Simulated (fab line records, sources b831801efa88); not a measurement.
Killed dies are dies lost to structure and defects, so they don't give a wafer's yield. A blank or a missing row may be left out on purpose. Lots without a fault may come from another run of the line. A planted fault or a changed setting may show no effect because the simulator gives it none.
Which tool did it? | flow sky130 | 11 lots, 33 wafers sampled, at 1 step of a route of 708

WHAT THE GAUGES READ, wafer by wafer
SKY_VT_ADJUST_LVTN_OVL_MEAS_18.
lot  | measured     | on         | VT_ADJUST_LVTN_01_OVL (nm)
L674 | day 8 03:00  | overlay-02 | 1.1 0.4 2.2
L675 | day 8 10:00  | overlay-02 | 1.5 2.3 1.5
L676 | day 8 11:50  | overlay-02 | 1.8 1.4 1.0
L677 | day 8 18:33  | overlay-01 | 0.6 0.2 -0.2
L678 | day 9 04:18  | overlay-02 | 2.4 1.6 2.3
L679 | day 9 11:54  | overlay-01 | 0.7 0.2 -1.0
L680 | day 9 12:51  | overlay-01 | -0.8 -1.4 -1.2
L681 | day 9 20:00  | overlay-01 | 2.3 1.4 2.2
L682 | day 10 02:34 | overlay-01 | 1.0 0.8 0.3
L683 | day 10 09:13 | overlay-01 | 1.8 1.9 -0.1
L684 | day 10 15:38 | overlay-01 | -0.8 0.5 0.7

WHICH TOOL RAN EACH LOT (tool, then ch and the chambers of the sampled wafers, then the start)
The record holds no process step before these readings.

THE ANSWER, worked out from the rows above alone
Rule: what is usual is taken from the lots themselves. Put in order of their means at a reading, lots are off if they are a third of the lots or fewer, leave a main group of 4 or more, and stand apart from it by a gap of 3 or more times the standard deviation of the main group's means; of several such gaps the widest counts. A main group whose means are all the same, to the digits that the tables above print for the reading, isn't used. A lot without any number at a reading at which 4 lots or more have one is off too. The other lots that the step has rows for count as sound.
No lot is off at any reading shown: from this, nothing can be told.

WHAT THE SIMULATOR HAD PUT IN
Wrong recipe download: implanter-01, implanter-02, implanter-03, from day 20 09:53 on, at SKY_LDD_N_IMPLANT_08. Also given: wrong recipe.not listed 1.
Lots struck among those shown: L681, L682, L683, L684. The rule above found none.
